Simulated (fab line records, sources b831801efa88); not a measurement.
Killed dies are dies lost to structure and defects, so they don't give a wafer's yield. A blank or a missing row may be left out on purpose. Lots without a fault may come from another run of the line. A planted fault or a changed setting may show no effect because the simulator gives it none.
One fault seen from 2 desks | flow sky130 | each desk has only its own numbers; what lay behind them comes last

THE METROLOGY DESK
What the gauges read, lot by lot, whatever tool the lot ran on: means of the sampled wafers that have a number. A lot is out of limits, marked OUT, if its mean lies more than 4 standard deviations from the usual mean; the brackets give that distance.
Columns: A = VIA2_OVL at SKY_VIA2_OVL_MEAS_13, usual -1 nm; B = CAPM_TIN_RS at SKY_CAPM_RS_MEAS_03, usual 6.93 ohm/sq; C = CAPM_TIN_THK at SKY_CAPM_THK_MEAS_04, usual 201.3 nm
lot  | first seen here | A  | B               | C
L588 | day 37 21:31    | -2 | 6.72            | 206.4
L590 | day 38 08:54    | 2  | 6.92            | 200.8
L591 | day 38 17:36    | -4 | 7.00            | 199.2
L599 | day 41 12:18    | -4 | 6.95            | 202.0
L601 | day 42 00:38    | 5  | 9.97 (+35) OUT  | 164.1 (-14) OUT
L602 | day 42 04:32    | 6  | 6.97            | 199.1
L603 | day 42 05:25    | -9 | 12.84 (+68) OUT | 127.2 (-29) OUT
L606 | day 42 23:29    | -2 | 6.88            | 201.3
L610 | day 43 17:04    | -1 | 7.01            | 199.9
This desk's finding: out of limits on L601, L603; first on L601, day 42 02:29 (CAPM_TIN_RS at SKY_CAPM_RS_MEAS_03). In limits: L588, L590, L591, L599, L602, L606, L610.

THE TOOL OWNER'S DESK: pvd_sputter-01
The tool's own readings at SKY_CAPM_SPUTTER_02 (material TiN, target thk 200 nm, time 166.7 s): means of the sampled wafers that have a number, for each lot that ran on this tool. A lot is out of limits, marked OUT, if its mean lies more than 4 standard deviations from the usual mean; the brackets give that distance.
Columns: A = throttle_valve_pct at SKY_CAPM_SPUTTER_02, usual 29.9 %
lot  | first seen here | A
L590 | day 38 10:34    | 29.8
L599 | day 41 14:03    | 29.7
L601 | day 42 02:23    | 30.3
L603 | day 42 07:07    | 29.8
This desk's finding: nothing out of limits on any of the 4 lots.

PUT TOGETHER
The metrology desk could have raised an alarm at day 42 02:29, on L601, L603.
The tool owner's desk saw nothing out of limits.
The tool owner's desk has L601, L603 on record, within its limits.
Of the lots named, all ran SKY_CAPM_SPUTTER_02 on pvd_sputter-01.

WHAT THE SIMULATOR HAD PUT IN
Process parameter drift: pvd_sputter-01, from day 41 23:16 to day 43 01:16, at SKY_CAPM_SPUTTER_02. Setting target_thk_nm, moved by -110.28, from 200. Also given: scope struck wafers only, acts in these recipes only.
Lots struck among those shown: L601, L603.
Hours from the fault's start to each desk's first reading out of limits: the metrology desk, 3.
